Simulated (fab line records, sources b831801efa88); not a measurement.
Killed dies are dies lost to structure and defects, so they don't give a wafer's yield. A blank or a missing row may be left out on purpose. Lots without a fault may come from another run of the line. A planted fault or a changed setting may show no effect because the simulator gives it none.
Chamber matching | flow sky130 | SKY_VIA1_CMP_02 on cmp-02: 4 sister chambers
The step polishes SiO2. 16 wafers are shown with their chamber, then 8 later ones without.

WAFERS WITH THEIR CHAMBER
wafer  | chamber | motor_current_A (A) | slurry_flow_ml_min | head_pressure_psi (psi)
L418.1 | 0       | 16.6                | 151.0              | 4.006
L418.3 | 1       | 11.8                | 149.4              | 3.996
L418.5 | 1       | 11.9                | 149.2              | 3.995
L419.1 | 1       | 12.3                | 149.5              | 3.995
L419.2 | 0       | 16.4                | 149.3              | 4.002
L419.5 | 3       | 10.4                | 150.6              | 3.992
L421.4 | 3       | 11.2                | 150.8              | 3.980
L421.5 | 0       | 16.4                | 149.7              | 4.006
L421.6 | 3       | 11.2                | 149.8              | 3.998
L420.2 | 3       | 11.0                | 150.3              | 4.012
L420.4 | 2       | 11.1                | 150.3              | 4.009
L420.6 | 3       | 11.0                | 150.0              | 4.013
L432.2 | 1       | 11.9                | 149.5              | 4.006
L432.4 | 3       | 10.8                | 149.9              | 4.010
L432.5 | 2       | 11.1                | 149.9              | 3.989
L435.3 | 1       | 12.0                | 150.0              | 4.017

SIGNATURES (means of the wafers above)
reading            | chamber 0 | chamber 1 | chamber 2 | chamber 3 | scatter within a chamber
motor_current_A    | 16.467    | 11.980    | 11.100    | 10.933    | 0.229
slurry_flow_ml_min | 150.000   | 149.520   | 150.100   | 150.233   | 0.485
head_pressure_psi  | 4.00467   | 4.00180   | 3.99900   | 4.00083   | 0.011
Rule: a wafer's distance from a chamber is the root of the sum, over the readings, of the square of ((its reading less the chamber's mean) divided by the reading's scatter). The wafer belongs to the nearest chamber; if the next one is less than 2 further off, it can't be placed. The scatter: the root of (the sum of the squares of (reading less its chamber's mean) over the shown wafers, divided by (wafers less chambers)).

WAFERS WITHOUT THEIR CHAMBER
wafer  | motor_current_A (A) | slurry_flow_ml_min | head_pressure_psi (psi)
L435.4 | 11.5                | 150.0              | 3.998
L435.6 | 11.3                | 150.1              | 4.002
L436.1 | 12.2                | 149.5              | 3.998
L436.2 | 15.5                | 150.1              | 3.994
L436.4 | 11.5                | 150.1              | 3.984
L439.1 | 11.2                | 149.6              | 4.000
L439.2 | 16.6                | 150.5              | 4.002
L439.6 | 11.1                | 150.6              | 3.996

WHICH CHAMBER EACH WENT THROUGH
wafer  | from the rows above          | in truth
L435.4 | can't be placed: 2 or 1 or 3 | 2
L435.6 | can't be placed: 2 or 3      | 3
L436.1 | 1                            | 1
L436.2 | 0                            | 0
L436.4 | can't be placed: 2 or 1 or 3 | 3
L439.1 | can't be placed: 2 or 3      | 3
L439.2 | 0                            | 0
L439.6 | can't be placed: 2 or 3      | 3
Placed correctly: 3 of 8. Can't be placed from these rows: 5 (the true chamber is among the candidates in 5). Placed wrongly: 0.
